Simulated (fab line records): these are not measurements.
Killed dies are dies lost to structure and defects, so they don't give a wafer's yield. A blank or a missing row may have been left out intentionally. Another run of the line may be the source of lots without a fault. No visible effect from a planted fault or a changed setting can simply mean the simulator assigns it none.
Matching of chambers + flow sky130 + SKY_CONTACT_CMP_04 on cmp-02: 4 sister chambers
The step polishes SiO2. 14 wafers are shown with their chamber, then 7 later ones without.

EACH WAFER AND ITS CHAMBER
| wafer  | chamber | motor_current_A (A) | time_to_endpoint_s (s) |
|--------|---------|---------------------|------------------------|
| L651.2 | 0       | 11.7                | 83                     |
| L651.3 | 1       | 14.1                | 84                     |
| L651.6 | 2       | 11.3                | 81                     |
| L652.3 | 0       | 11.6                | 79                     |
| L652.4 | 3       | 11.8                | 83                     |
| L652.5 | 1       | 15.9                | 83                     |
| L655.1 | 0       | 11.2                | 75                     |
| L655.2 | 1       | 14.1                | 80                     |
| L655.5 | 3       | 11.8                | 79                     |
| L658.1 | 1       | 15.4                | 81                     |
| L658.2 | 3       | 11.3                | 76                     |
| L658.6 | 2       | 11.3                | 80                     |
| L659.1 | 3       | 12.5                | 84                     |
| L659.2 | 0       | 11.6                | 83                     |

SIGNATURES, as means of the wafers listed above
| reading            | chamber 0 | chamber 1 | chamber 2 | chamber 3 | scatter within a chamber |
|--------------------|-----------|-----------|-----------|-----------|--------------------------|
| motor_current_A    | 11.525    | 14.875    | 11.300    | 11.850    | 0.584                    |
| time_to_endpoint_s | 80.00     | 82.00     | 80.50     | 80.50     | 3.09                     |
Rule: a wafer's distance from a chamber is the root of the sum, over the readings, of the square of ((its reading less the chamber's mean) divided by the reading's scatter). The wafer belongs to the nearest chamber; if the next one is less than 2 further off, it can't be placed. The scatter: take each reading less its chamber's mean, square it, sum over the shown wafers, divide by the number of wafers less the number of chambers, and take the root.

WAFERS WHOSE CHAMBER IS MISSING
| wafer  | motor_current_A (A) | time_to_endpoint_s (s) |
|--------|---------------------|------------------------|
| L659.3 | 15.3                | 82                     |
| L670.1 | 11.4                | 88                     |
| L670.3 | 12.2                | 88                     |
| L670.4 | 11.6                | 91                     |
| L671.1 | 15.3                | 84                     |
| L671.2 | 11.1                | 85                     |
| L671.4 | 11.6                | 86                     |

WHICH CHAMBER EACH WENT THROUGH
| wafer  | from the rows above          | in truth |
|--------|------------------------------|----------|
| L659.3 | 1                            | 1        |
| L670.1 | can't be placed: 2 or 3 or 0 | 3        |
| L670.3 | can't be placed: 3 or 0 or 2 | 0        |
| L670.4 | can't be placed: 3 or 2 or 0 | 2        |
| L671.1 | 1                            | 1        |
| L671.2 | can't be placed: 2 or 0 or 3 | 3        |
| L671.4 | can't be placed: 3 or 2 or 0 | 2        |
Correct placement for 2 of the 7. Not placeable from these rows: 5 (in 5, the candidates include the true chamber). 0 placed wrongly.
